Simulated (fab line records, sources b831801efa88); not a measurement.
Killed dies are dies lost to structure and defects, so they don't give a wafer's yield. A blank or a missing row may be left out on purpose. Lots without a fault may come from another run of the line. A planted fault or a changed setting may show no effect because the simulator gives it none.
fab line records | flow gf180mcu
record lots=24 wafers=72 last_day=34
route steps=602 shown M3@425 V4@498 MIM@506 M5@537 V5@541
lots that met no fault: from a run of the same line without faults
start_h: hours from the record's first day to the start of the lot's first wafer shown | wait_h: hours since the lot's step before | " the same as in the row above | L1.1+2: a row that stands for several wafers | - no value, or no start given | * or withheld: withheld | < > ~ a bound
route shown NAME@n: a module of which the file shows steps, and the number in the route of the first | usual: mean/standard deviation of fault-free wafers | same: alike in all rows | chamber/n: place in a boat | sites: the reading at each site | _std_site: their standard deviation | _edge_site: outer sites' mean less inner sites' | radius_mm: how far each site lies from the wafer's centre | mask NAME#n: copy n | behind: the tool/chamber that last shaped the wafer | hold: why the lot was held/for how many hours/how that ended | device: the transistor (n, p or np) that didn't switch | end of line: the same wafers' tests at the end of the route | a step without rows: its recipe alone | killed: dies lost to structure and defects at the first sort, not the wafer's yield | map: a wafer's dies, x killed, . not, _ none there
set.NAME: the setting as run; set.NAME@STEP: as run at that earlier step | model.NAME: the simulator's own value behind a step, which no gauge read
steps of the route over a sample of lots; a table a step, a row a wafer
services: from which hour (start_h, from the record's first day; less than 0 if before it) a tool's chamber was out of use, for how many hours, and why
## steps
# step GF_M3_METAL_ETCH_16
# recipe chemistry=Cl2/BCl3 mask_material=KrF target_depth_nm=627.5 stop_on=SiO2 pressure_mtorr=8 icp_w=800 bias_w=140 Cl2_flow_sccm=80 bcl3_flow_sccm=40 time_s=104.6
# usual bias_w=140.0/0.42 chamber_pressure_mTorr=7.999/0.0081 drypump_motor_current_A=5.7/0.41 oes_product_au=0.971/0.0061 rf_fwd_power_W=795/3 throttle_valve_pct=28.250/0.0096
# columns lot.wafer tool chamber start_h wait_h bias_w chamber_pressure_mTorr drypump_motor_current_A oes_product_au rf_fwd_power_W rf_hours_counter_h throttle_valve_pct
L074.2 rie_metal-01 1 505.11 0.0 140.1 7.997 6.0 0.984 797 11 28.254
L074.3 " 0 " " 140.1 7.999 6.0 0.968 793 - 28.236
L074.4 " 1 " " 140.2 8.004 6.0 0.968 796 - 28.248
L075.1 rie_metal-02 1 505.67 0.0 139.9 8.007 5.8 0.971 789 1 28.277
L075.2 " 0 " " 140.4 7.995 5.7 0.975 795 1 28.243
L075.4 " 1 " " 140.1 7.995 5.8 0.978 791 - 28.244
L076.1 rie_metal-04 1 510.70 0.0 140.3 7.995 4.8 0.974 797 13 28.255
L076.2 " 0 " " 140.0 8.008 6.0 0.975 796 7 28.256
L076.6 " 0 " " 140.2 8.000 6.0 0.970 793 - 28.257
L077.1 rie_metal-04 0 517.45 0.0 140.3 8.000 6.0 0.969 795 7 28.255
L077.2 " 0 " " 140.2 7.997 6.0 0.976 792 - 28.245
L077.3 " 0 " " 140.1 7.990 6.0 0.964 797 - 28.258
L078.1 rie_metal-02 0 522.70 0.0 139.4 8.007 5.7 0.968 800 2 28.247
L078.5 " 0 " " 139.1 7.989 5.7 0.971 795 - 28.250
L078.6 " 1 " " 139.4 7.996 5.8 0.973 793 - 28.257
L079.3 rie_metal-01 0 544.70 0.1 139.9 8.003 6.0 0.974 796 - 28.244
L079.5 " 0 " " 140.0 8.006 6.0 0.977 794 - 28.243
L079.6 " 0 " " 139.6 7.994 6.0 0.967 793 - 28.239
L080.2 rie_metal-01 0 555.42 0.0 140.0 8.009 6.0 0.969 794 8 28.260
L080.3 " 1 " " 139.1 7.998 6.0 0.981 799 - 28.257
L080.5 " 0 " " 140.0 7.995 6.0 0.968 793 - 28.242
L081.1 rie_metal-02 0 555.76 0.0 140.3 8.004 5.7 0.974 791 3 28.258
L081.2 " 1 " " 140.8 7.994 5.8 0.973 793 2 28.247
L081.5 " 1 " " 140.4 7.999 5.8 0.963 792 - 28.269
L082.2 rie_metal-01 0 558.00 0.0 140.3 8.012 6.0 0.968 796 8 28.254
L082.5 " 1 " " 139.3 7.993 6.0 0.973 791 - 28.264
L082.6 " 0 " " 140.4 8.011 6.0 0.971 797 - 28.249
L083.3 rie_metal-02 0 569.84 0.1 140.0 7.988 5.7 0.974 794 - 28.263
L083.4 " 1 " " 140.4 7.984 5.9 0.962 790 - 28.255
L083.6 " 1 " " 140.4 7.999 5.8 0.967 794 - 28.241
L084.1 rie_metal-02 1 587.60 0.0 140.9 8.003 5.8 0.968 793 3 28.218
L084.4 " 0 " " 140.1 7.997 5.7 0.971 793 - 28.246
L084.5 " 0 " " 140.0 7.993 5.7 0.968 796 - 28.261
L085.2 rie_metal-04 0 593.50 0.0 140.3 8.019 6.0 0.968 793 9 28.240
L085.4 " 0 " " 139.9 7.997 6.0 0.966 791 - 28.265
L085.6 " 1 " " 140.4 7.992 4.8 0.975 800 - 28.249
L086.1 rie_metal-02 0 596.75 0.0 140.4 8.000 5.7 0.968 801 4 28.238
L086.4 " 0 " " 140.5 8.000 5.7 0.968 799 - 28.241
L086.6 " 1 " " 139.5 8.001 5.8 0.968 792 - 28.256
L087.2 rie_metal-01 1 601.77 0.0 140.2 7.989 6.0 0.972 796 1 28.243
L087.3 " 0 " " 140.1 8.005 6.0 0.961 796 - 28.243
L087.5 " 0 " " 140.5 7.998 6.0 0.975 795 - 28.231
L088.3 rie_metal-02 0 606.64 0.1 139.9 8.000 5.7 0.967 796 - 28.242
L088.5 " 1 " " 139.7 7.993 5.7 0.959 792 - 28.250
L088.6 " 0 " " 139.9 7.988 5.7 0.965 796 - 28.246
L090.2 rie_metal-04 1 629.47 0.0 140.2 8.003 4.8 0.978 796 3 28.236
L090.3 " 1 " " 139.5 7.997 4.8 0.981 798 - 28.249
L090.4 " 0 " " 139.5 7.995 6.0 0.975 796 - 28.247
L089.1 rie_metal-02 0 630.60 0.0 139.0 7.998 5.7 0.972 797 5 28.256
L089.3 " 1 " " 139.8 8.004 5.8 0.967 791 - 28.251
L089.6 " 1 " " 140.0 7.986 5.8 0.970 794 - 28.255
L091.2 rie_metal-04 1 639.46 0.0 140.4 7.990 4.8 0.961 799 3 28.242
L091.4 " 1 " " 140.1 7.998 4.8 0.966 802 - 28.258
L091.5 " 0 " " 139.9 8.001 6.0 0.962 794 - 28.258
L092.3 rie_metal-02 0 642.05 0.1 140.3 8.011 5.7 0.977 795 - 28.248
L092.4 " 1 " " 140.4 8.003 5.8 0.970 795 - 28.236
L092.5 " 0 " " 139.7 8.011 5.7 0.967 802 - 28.247
L093.2 rie_metal-04 0 647.43 0.0 139.8 7.992 5.9 0.970 792 11 28.273
L093.5 " 0 " " 139.4 7.958 6.0 0.965 799 - 28.239
L093.6 " 1 " " 139.4 7.993 4.8 0.968 794 - 28.247
L094.1 rie_metal-04 1 655.45 0.0 140.4 7.998 4.8 0.976 798 3 28.247
L094.3 " 0 " " 139.8 7.990 6.0 0.978 787 - 28.258
L094.4 " 1 " " 141.0 7.994 4.8 0.969 799 - 28.255
L095.1 rie_metal-04 0 660.30 0.0 140.1 8.016 6.0 0.964 796 11 28.269
L095.3 " 0 " " 139.5 7.999 6.0 0.972 799 - 28.246
L095.4 " 1 " " 140.4 8.008 4.8 0.965 796 - 28.245
L096.1 rie_metal-01 0 663.50 0.0 139.9 7.994 6.0 0.966 794 11 28.257
L096.3 " 1 " " 139.9 8.003 6.0 0.978 793 - 28.237
L096.6 " 1 " " 140.8 8.010 6.0 0.973 799 - 28.252
L097.1 rie_metal-04 0 669.99 0.0 140.1 7.998 6.0 0.967 792 12 28.243
L097.2 " 1 " " 139.9 8.009 4.8 0.978 799 4 28.253
L097.6 " 0 " " 140.1 7.991 6.0 0.983 796 - 28.246
# step GF_V4_SPUTTER_22
# recipe material=TiN target_thk_nm=10 chamber_pressure_pa=5 power_w=4000 time_s=40
# usual cathode_dc_power_W=4000.0/0.68 throttle_valve_pct=30.3/0.84
# columns lot.wafer tool chamber start_h wait_h cathode_dc_power_W throttle_valve_pct
L074.2 pvd_sputter-04 - 577.86 0.0 4000.2 31.4
L074.3 " - " " 3999.3 30.1
L074.4 " - " " 4000.2 28.6
L075.1 pvd_sputter-01 - 578.61 0.0 3999.0 30.5
L075.2 " - " " 3999.8 30.1
L075.4 " - " " 3998.6 30.7
L076.1 pvd_sputter-01 - 583.98 0.0 3999.3 30.8
L076.2 " - " " 4000.5 29.8
L076.6 " - " " 4000.5 30.8
L077.1 pvd_sputter-01 - 589.37 0.0 4000.2 29.9
L077.2 " - " " 4000.8 31.5
L077.3 " - " " 3999.7 30.9
L078.1 pvd_sputter-04 - 594.77 0.0 4000.5 28.6
L078.5 " - " " 4000.4 28.5
L078.6 " - " " 4000.0 30.9
L079.3 pvd_sputter-04 - 614.21 0.0 4000.5 30.2
L079.5 " - " " 4000.1 30.4
L079.6 " - " " 4000.7 31.3
L080.2 pvd_sputter-04 - 624.30 0.0 4001.0 31.2
L080.3 " - " " 4000.5 28.7
L080.5 " - " " 3999.4 28.5
L081.1 pvd_sputter-03 - 624.86 0.0 3999.6 29.8
L081.2 " - " " 4001.2 31.0
L081.5 " - " " 4000.8 29.6
L082.2 pvd_sputter-04 - 627.10 0.0 4000.2 31.3
L082.5 " - " " 3999.9 29.7
L082.6 " - " " 3999.9 30.2
L083.3 pvd_sputter-01 - 638.36 0.0 3999.4 30.5
L083.4 " - " " 4000.4 30.1
L083.6 " - " " 3999.5 31.5
L084.1 pvd_sputter-04 - 654.41 0.0 4000.5 28.7
L084.4 " - " " 4000.0 31.2
L084.5 " - " " 4000.4 30.1
L085.2 pvd_sputter-04 - 659.66 0.0 3999.7 30.3
L085.4 " - " " 3999.8 28.5
L085.6 " - " " 4000.1 28.9
L086.1 pvd_sputter-04 - 663.02 0.0 3999.8 30.2
L086.4 " - " " 3999.4 29.9
L086.6 " - " " 4000.6 30.6
L087.2 pvd_sputter-03 - 667.39 0.0 4000.5 29.4
L087.3 " - " " 4000.6 29.4
L087.5 " - " " 3998.9 29.4
L088.3 pvd_sputter-01 - 671.35 0.0 3999.2 30.5
L088.5 " - " " 3999.2 30.5
L088.6 " - " " 4001.7 31.5
L090.2 pvd_sputter-03 - 693.56 0.0 3999.7 30.1
L090.3 " - " " 3999.5 29.3
L090.4 " - " " 4000.6 29.1
L089.1 pvd_sputter-01 - 694.69 0.0 4000.8 30.1
L089.3 " - " " 4000.3 31.5
L089.6 " - " " 3999.5 31.3
L091.2 pvd_sputter-01 - 702.80 0.0 4000.0 31.6
L091.4 " - " " 4000.3 30.8
L091.5 " - " " 3999.6 31.8
L092.3 pvd_sputter-03 - 704.83 0.0 4000.0 29.1
L092.4 " - " " 3998.3 31.0
L092.5 " - " " 4000.8 29.9
L093.2 pvd_sputter-01 - 709.97 0.0 3999.4 31.4
L093.5 " - " " 4000.5 30.6
L093.6 " - " " 3999.7 31.5
L094.1 pvd_sputter-04 - 717.15 0.0 3999.6 30.1
L094.3 " - " " 3999.1 31.0
L094.4 " - " " 4000.4 30.4
L095.1 pvd_sputter-03 - 719.91 0.0 4000.8 29.8
L095.3 " - " " 3999.8 29.6
L095.4 " - " " 3999.7 29.4
L096.1 pvd_sputter-01 - 725.19 0.0 3998.9 31.6
L096.3 " - " " 4001.5 30.1
L096.6 " - " " 3999.4 29.9
L097.1 pvd_sputter-03 - 730.61 0.0 3998.9 30.8
L097.2 " - " " 4000.0 29.1
L097.6 " - " " 4000.0 29.3
# step GF_V4_CVD_23
# recipe material=W target_thk_nm=350 time_s=104.9 temp_c=400 pressure_torr=40
# usual heater_power_w=785/41
# columns lot.wafer tool chamber start_h wait_h heater_power_w
L074.2 cvd_w-02 1 577.90 0.0 775
L074.3 " 1 " " 760
L074.4 " 0 " " 797
L075.1 cvd_w-01 0 578.65 0.0 723
L075.2 " 1 " " 829
L075.4 " 1 " " 840
L076.1 cvd_w-02 1 584.02 0.0 758
L076.2 " 0 " " 802
L076.6 " 1 " " 770
L077.1 cvd_w-01 0 589.41 0.0 730
L077.2 " 1 " " 847
L077.3 " 1 " " 825
L078.1 cvd_w-01 1 594.81 0.0 831
L078.5 " 0 " " 747
L078.6 " 1 " " 834
L079.3 cvd_w-01 1 614.29 0.1 825
L079.5 " 0 " " 735
L079.6 " 1 " " 845
L080.2 cvd_w-02 1 624.34 0.0 750
L080.3 " 0 " " 803
L080.5 " 0 " " 794
L081.1 cvd_w-02 1 624.90 0.0 762
L081.2 " 0 " " 779
L081.5 " 1 " " 745
L082.2 cvd_w-01 0 627.14 0.0 722
L082.5 " 0 " " 757
L082.6 " 1 " " 801
L083.3 cvd_w-01 0 638.44 0.1 746
L083.4 " 1 " " 822
L083.6 " 0 " " 732
L084.1 cvd_w-02 1 654.44 0.0 747
L084.4 " 0 " " 810
L084.5 " 0 " " 810
L085.2 cvd_w-01 0 659.69 0.0 733
L085.4 " 0 " " 744
L085.6 " 1 " " 841
L086.1 cvd_w-01 1 663.06 0.0 822
L086.4 " 1 " " 819
L086.6 " 0 " " 730
L087.2 cvd_w-01 1 667.43 0.0 815
L087.3 " 0 " " 742
L087.5 " 0 " " 733
L088.3 cvd_w-01 1 671.42 0.1 830
L088.5 " 0 " " 741
L088.6 " 1 " " 834
L090.2 cvd_w-02 0 693.60 0.0 803
L090.3 " 0 " " 811
L090.4 " 1 " " 771
L089.1 cvd_w-02 0 694.73 0.0 774
L089.3 " 0 " " 800
L089.6 " 0 " " 819
L091.2 cvd_w-01 1 702.84 0.0 855
L091.4 " 0 " " 738
L091.5 " 1 " " 818
L092.3 cvd_w-02 0 704.90 0.1 809
L092.4 " 1 " " 787
L092.5 " 1 " " 772
L093.2 cvd_w-02 0 710.01 0.0 790
L093.5 " 0 " " 818
L093.6 " 1 " " 774
L094.1 cvd_w-01 1 717.19 0.0 845
L094.3 " 1 " " 848
L094.4 " 0 " " 756
L095.1 cvd_w-01 0 719.95 0.0 755
L095.3 " 1 " " 839
L095.4 " 0 " " 734
L096.1 cvd_w-01 0 725.23 0.0 734
L096.3 " 0 " " 738
L096.6 " 1 " " 834
L097.1 cvd_w-01 1 730.65 0.0 845
L097.2 " 0 " " 746
L097.6 " 0 " " 736
# step GF_MIM_SPUTTER_03
# recipe material=Ti target_thk_nm=10 substrate_temp_c=300 chamber_pressure_pa=0.3 power_w=3000 time_s=6.7
# usual cathode_dc_power_W=2999.9/0.54 throttle_valve_pct=30.0/0.85
# columns lot.wafer tool chamber start_h wait_h cathode_dc_power_W throttle_valve_pct
L074.2 pvd_sputter-03 - 578.65 0.0 2999.4 29.3
L074.3 " - " " 3000.1 29.4
L074.4 " - " " 2999.7 31.0
L075.1 pvd_sputter-03 - 579.41 0.0 3000.5 30.9
L075.2 " - " " 2999.4 29.6
L075.4 " - " " 2999.8 29.5
L076.1 pvd_sputter-02 - 584.77 0.0 3001.1 29.5
L076.2 " - " " 3000.1 28.5
L076.6 " - " " 2999.0 28.7
L077.1 pvd_sputter-04 - 590.16 0.0 3000.9 31.1
L077.2 " - " " 3000.7 28.3
L077.3 " - " " 3000.1 30.7
L078.1 pvd_sputter-03 - 595.56 0.0 3001.0 31.0
L078.5 " - " " 3000.1 29.6
L078.6 " - " " 2999.8 29.2
L079.3 pvd_sputter-02 - 615.00 0.0 2998.8 28.7
L079.5 " - " " 3000.1 30.8
L079.6 " - " " 2999.8 28.5
L080.2 pvd_sputter-04 - 625.09 0.0 3000.5 30.4
L080.3 " - " " 2999.7 28.8
L080.5 " - " " 3000.2 31.1
L081.1 pvd_sputter-03 - 625.65 0.0 2999.8 29.3
L081.2 " - " " 3000.5 29.9
L081.5 " - " " 2999.7 31.2
L082.2 pvd_sputter-02 - 627.89 0.0 2999.9 29.7
L082.5 " - " " 2999.9 30.8
L082.6 " - " " 3000.0 28.4
L083.3 pvd_sputter-04 - 639.15 0.0 3000.2 28.7
L083.4 " - " " 3000.3 30.3
L083.6 " - " " 3000.0 31.2
L084.1 pvd_sputter-04 - 655.20 0.0 2999.7 30.4
L084.4 " - " " 2999.6 28.7
L084.5 " - " " 2999.9 31.3
L085.2 pvd_sputter-03 - 663.39 0.0 3000.1 30.1
L085.4 " - " " 3000.0 29.6
L085.6 " - " " 2999.3 30.1
L086.1 pvd_sputter-03 - 663.81 0.0 3000.1 29.9
L086.4 " - " " 3000.9 31.1
L086.6 " - " " 2999.9 29.6
L087.2 pvd_sputter-02 - 668.18 0.0 2999.6 28.7
L087.3 " - " " 3001.2 30.6
L087.5 " - " " 3000.6 29.6
L088.3 pvd_sputter-04 - 672.14 0.0 3000.1 30.0
L088.5 " - " " 3000.6 31.2
L088.6 " - " " 3000.0 30.4
L090.2 pvd_sputter-04 - 694.35 0.0 3000.3 31.0
L090.3 " - " " 3000.0 28.7
L090.4 " - " " 3000.2 30.1
L089.1 pvd_sputter-03 - 695.49 0.0 2999.5 30.1
L089.3 " - " " 2999.5 29.7
L089.6 " - " " 3000.7 29.2
L091.2 pvd_sputter-02 - 703.59 0.0 3000.4 28.4
L091.4 " - " " 2999.5 30.0
L091.5 " - " " 2999.7 28.6
L092.3 pvd_sputter-04 - 705.62 0.0 2999.7 31.2
L092.4 " - " " 2999.8 30.3
L092.5 " - " " 2999.5 31.4
L093.2 pvd_sputter-03 - 710.76 0.0 2999.7 29.3
L093.5 " - " " 3000.3 30.0
L093.6 " - " " 2999.3 31.0
L094.1 pvd_sputter-02 - 717.94 0.0 2999.0 30.1
L094.3 " - " " 2999.9 29.6
L094.4 " - " " 2999.6 30.8
L095.1 pvd_sputter-04 - 720.70 0.0 3000.5 30.1
L095.3 " - " " 3000.4 30.1
L095.4 " - " " 3000.1 30.0
L096.1 pvd_sputter-02 - 725.98 0.0 2999.9 29.6
L096.3 " - " " 2999.8 30.0
L096.6 " - " " 2999.1 29.9
L097.1 pvd_sputter-04 - 731.40 0.0 3000.1 30.1
L097.2 " - " " 2999.9 30.3
L097.6 " - " " 3000.4 28.7
# step GF_M5_STRIP_11
# recipe chemistry=O2/N2 power_w=1400 pressure_mtorr=1500 platen_temp_c=250 o2_flow_sccm=3000 n2_flow_sccm=300 overash_fraction=0.5
# usual chamber_pressure_mTorr=1500.0/1.2 drypump_motor_current_A=5.6/0.36 heater_power_w=349/24 oes_product_au=0.542/0.005 strip_time_to_endpoint_s=7.50/0.046
# columns lot.wafer tool chamber start_h wait_h chamber_pressure_mTorr drypump_motor_current_A heater_power_w oes_product_au rf_hours_counter_h strip_time_to_endpoint_s
L074.2 plasma_asher-03 1 621.40 0.1 1499.3 5.7 346 0.542 88 7.60
L074.3 " 0 " " 1502.5 5.6 379 0.547 - 7.59
L074.4 " 1 " " 1501.4 5.7 351 0.538 - 7.52
L075.1 plasma_asher-03 0 622.42 0.1 1499.9 5.6 398 0.542 88 7.44
L075.2 " 1 " " 1500.0 5.7 345 0.535 88 7.49
L075.4 " 1 " " 1499.9 5.7 344 0.542 - 7.45
L076.1 plasma_asher-01 1 627.75 0.2 1499.6 5.9 351 0.543 20 7.43
L076.2 " 0 " " 1502.6 4.8 331 0.538 20 7.45
L076.6 " 0 " " 1500.3 4.8 333 0.533 - 7.45
L077.1 plasma_asher-03 0 631.90 0.1 1499.5 5.6 377 0.547 89 7.54
L077.2 " 1 " " 1499.3 5.7 355 0.536 89 7.46
L077.3 " 0 " " 1500.9 5.6 387 0.540 - 7.56
L078.1 plasma_asher-04 0 638.43 0.1 1500.3 5.8 343 0.535 99 7.41
L078.5 " 1 " " 1501.3 5.8 318 0.533 - 7.43
L078.6 " 0 " " 1499.2 5.8 345 0.545 - 7.43
L079.3 plasma_asher-03 1 656.78 0.1 1498.0 5.7 341 0.542 - 7.52
L079.5 " 0 " " 1498.6 5.5 397 0.544 - 7.54
L079.6 " 1 " " 1500.3 5.7 338 0.537 - 7.51
L080.2 plasma_asher-01 1 665.62 0.1 1499.1 5.9 343 0.545 24 7.54
L080.3 " 0 " " 1500.4 4.8 334 0.539 - 7.51
L080.5 " 0 " " 1502.1 4.8 339 0.552 - 7.50
L081.1 plasma_asher-01 1 666.54 0.1 1500.8 5.9 338 0.539 24 7.55
L081.2 " 0 " " 1497.5 4.8 342 0.551 24 7.52
L081.5 " 1 " " 1499.9 5.9 340 0.542 - 7.58
L082.2 plasma_asher-03 1 667.87 0.1 1500.9 5.7 348 0.549 93 7.54
L082.5 " 0 " " 1500.8 5.6 394 0.543 - 7.56
L082.6 " 1 " " 1499.3 5.7 344 0.547 - 7.53
L083.3 plasma_asher-01 1 679.07 0.1 1501.1 5.9 346 0.541 - 7.52
L083.4 " 0 " " 1500.0 4.8 338 0.539 - 7.56
L083.6 " 0 " " 1501.3 4.8 346 0.552 - 7.57
L084.1 plasma_asher-03 1 693.94 0.1 1501.4 5.7 341 0.549 96 7.51
L084.4 " 1 " " 1500.5 5.6 348 0.538 - 7.52
L084.5 " 0 " " 1499.3 5.6 395 0.546 - 7.44
L085.2 plasma_asher-03 1 701.78 0.1 1499.6 5.7 350 0.539 96 7.45
L085.4 " 1 " " 1500.2 5.7 346 0.537 - 7.52
L085.6 " 1 " " 1501.6 5.7 356 0.537 - 7.46
L086.1 plasma_asher-03 1 703.26 0.1 1499.8 5.7 352 0.546 97 7.53
L086.4 " 1 " " 1498.1 5.7 340 0.536 - 7.54
L086.6 " 0 " " 1498.7 5.6 399 0.541 - 7.53
L087.2 plasma_asher-01 0 706.60 0.1 1497.7 4.8 333 0.533 28 7.55
L087.3 " 1 " " 1498.9 5.9 346 0.540 - 7.47
L087.5 " 0 " " 1500.5 4.8 328 0.538 - 7.48
L088.3 plasma_asher-03 0 710.22 0.1 1499.4 5.5 389 0.539 - 7.52
L088.5 " 1 " " 1500.1 5.7 348 0.538 - 7.47
L088.6 " 0 " " 1498.7 5.6 379 0.539 - 7.53
L090.2 plasma_asher-04 1 731.99 0.1 1501.0 5.7 325 0.548 108 7.51
L090.3 " 1 " " 1499.1 5.8 325 0.542 - 7.55
L090.4 " 0 " " 1501.7 5.8 344 0.549 - 7.49
L089.1 plasma_asher-03 1 732.33 0.2 1500.7 5.7 340 0.547 100 7.49
L089.3 " 1 " " 1500.6 5.7 353 0.545 - 7.53
L089.6 " 1 " " 1500.9 5.7 352 0.545 - 7.55
L091.2 plasma_asher-01 1 739.88 0.1 1499.7 5.9 342 0.534 31 7.43
L091.4 " 0 " " 1501.5 4.8 345 0.531 - 7.40
L091.5 " 0 " " 1500.1 4.8 339 0.537 - 7.41
L092.3 plasma_asher-01 0 742.18 0.1 1500.4 4.8 331 0.544 - 7.52
L092.4 " 1 " " 1499.9 5.9 345 0.543 - 7.53
L092.5 " 1 " " 1500.6 5.9 337 0.551 - 7.57
L093.2 plasma_asher-04 1 746.36 0.1 1499.3 5.7 302 0.539 0 7.45
L093.5 " 1 " " 1499.6 5.7 309 0.541 - 7.44
L093.6 " 0 " " 1500.6 5.8 336 0.550 - 7.48
L094.1 plasma_asher-04 0 752.80 0.2 1500.2 5.8 332 0.547 1 7.49
L094.3 " 0 " " 1501.6 5.8 346 0.547 - 7.47
L094.4 " 1 " " 1502.4 5.7 312 0.540 - 7.47
L095.1 plasma_asher-04 0 756.31 0.2 1500.3 5.8 343 0.543 1 7.50
L095.3 " 0 " " 1500.9 5.8 342 0.536 - 7.48
L095.4 " 1 " " 1500.6 5.7 311 0.541 - 7.50
L096.1 plasma_asher-04 0 760.66 0.2 1498.7 5.8 345 0.542 2 7.51
L096.3 " 0 " " 1501.3 5.8 343 0.540 - 7.49
L096.6 " 0 " " 1500.3 5.8 340 0.537 - 7.47
L097.1 plasma_asher-01 0 765.75 0.2 1500.3 4.8 343 0.548 34 7.51
L097.2 " 1 " " 1500.0 5.9 349 0.538 34 7.43
L097.6 " 1 " " 1500.0 5.9 350 0.546 - 7.49
# step GF_V5_THK_MEAS_01
# recipe reads=SiO2_of_V5_CVD_00
# usual V5_CVD_00_THK=300/3.6
# columns lot.wafer tool chamber start_h wait_h V5_CVD_00_THK[nm]
L074.2 film_metro-04 - 621.99 0.0 299
L074.3 " - " " 298
L074.4 " - " " 298
L075.1 film_metro-01 - 623.01 0.0 302
L075.2 " - " " 298
L075.4 " - " " 301
L076.1 film_metro-04 - 628.33 0.0 302
L076.2 " - " " 303
L076.6 " - " " 302
L077.1 film_metro-03 - 632.48 0.0 306
L077.2 " - " " 302
L077.3 " - " " 301
L078.1 film_metro-03 - 639.01 0.0 302
L078.5 " - " " 304
L078.6 " - " " 301
L079.3 film_metro-03 - 657.35 0.0 297
L079.5 " - " " 298
L079.6 " - " " 303
L080.2 film_metro-03 - 666.24 0.0 296
L080.3 " - " " 299
L080.5 " - " " 296
L081.1 film_metro-03 - 667.13 0.0 299
L081.2 " - " " 297
L081.5 " - " " 295
L082.2 film_metro-04 - 668.47 0.0 298
L082.5 " - " " 296
L082.6 " - " " 300
L083.3 film_metro-03 - 679.64 0.0 297
L083.4 " - " " 298
L083.6 " - " " 290
L084.1 film_metro-01 - 694.51 0.0 306
L084.4 " - " " 303
L084.5 " - " " 301
L085.2 film_metro-04 - 702.37 0.0 298
L085.4 " - " " 296
L085.6 " - " " 303
L086.1 film_metro-03 - 703.87 0.0 307
L086.4 " - " " 307
L086.6 " - " " 307
L087.2 film_metro-01 - 707.19 0.0 294
L087.3 " - " " 298
L087.5 " - " " 299
L088.3 film_metro-03 - 710.82 0.0 301
L088.5 " - " " 301
L088.6 " - " " 297
L090.2 film_metro-01 - 732.58 0.0 302
L090.3 " - " " 301
L090.4 " - " " 300
L089.1 film_metro-01 - 732.91 0.0 302
L089.3 " - " " 305
L089.6 " - " " 305
L091.2 film_metro-04 - 740.82 0.0 292
L091.4 " - " " 294
L091.5 " - " " 297
L092.3 film_metro-04 - 742.78 0.0 302
L092.4 " - " " 300
L092.5 " - " " 310
L093.2 film_metro-03 - 746.95 0.0 301
L093.5 " - " " 302
L093.6 " - " " 300
L094.1 film_metro-03 - 753.38 0.0 296
L094.3 " - " " 302
L094.4 " - " " 300
L095.1 film_metro-01 - 756.89 0.0 299
L095.3 " - " " 298
L095.4 " - " " 297
L096.1 film_metro-04 - 761.24 0.0 303
L096.3 " - " " 302
L096.6 " - " " 302
L097.1 film_metro-01 - 766.32 0.0 300
L097.2 " - " " 303
L097.6 " - " " 301
## services
# columns tool chamber start_h hours kind
pvd_sputter-03 - 485.97 0.5 repair
rie_metal-02 0 486.89 16.3 repair
pvd_sputter-02 - 500.48 1.1 repair
pvd_sputter-02 - 506.28 4.6 repair
pvd_sputter-01 - 521.48 38.2 repair
plasma_asher-01 - 554.40 2.9 repair
plasma_asher-04 - 561.60 0.8 repair
rie_metal-02 1 583.32 1.5 repair
pvd_sputter-01 - 606.38 8.8 repair
rie_metal-01 0 608.20 21.7 repair
rie_metal-04 - 615.38 1.4 pm
rie_metal-04 - 616.78 2.8 pm
pvd_sputter-03 - 634.71 5.6 repair
rie_metal-02 - 657.66 2.8 pm
rie_metal-04 - 674.75 0.1 repair
plasma_asher-03 - 677.40 0.9 repair
cvd_w-01 - 690.69 6.9 pm
rie_metal-01 - 695.99 0.9 repair
plasma_asher-04 - 700.15 5.6 repair
rie_metal-01 0 704.83 13.7 repair
rie_metal-02 1 707.64 1.5 repair
cvd_w-01 - 721.50 0.3 repair
pvd_sputter-02 - 726.46 3.6 repair
pvd_sputter-03 - 746.27 2.1 repair
## key
fault none
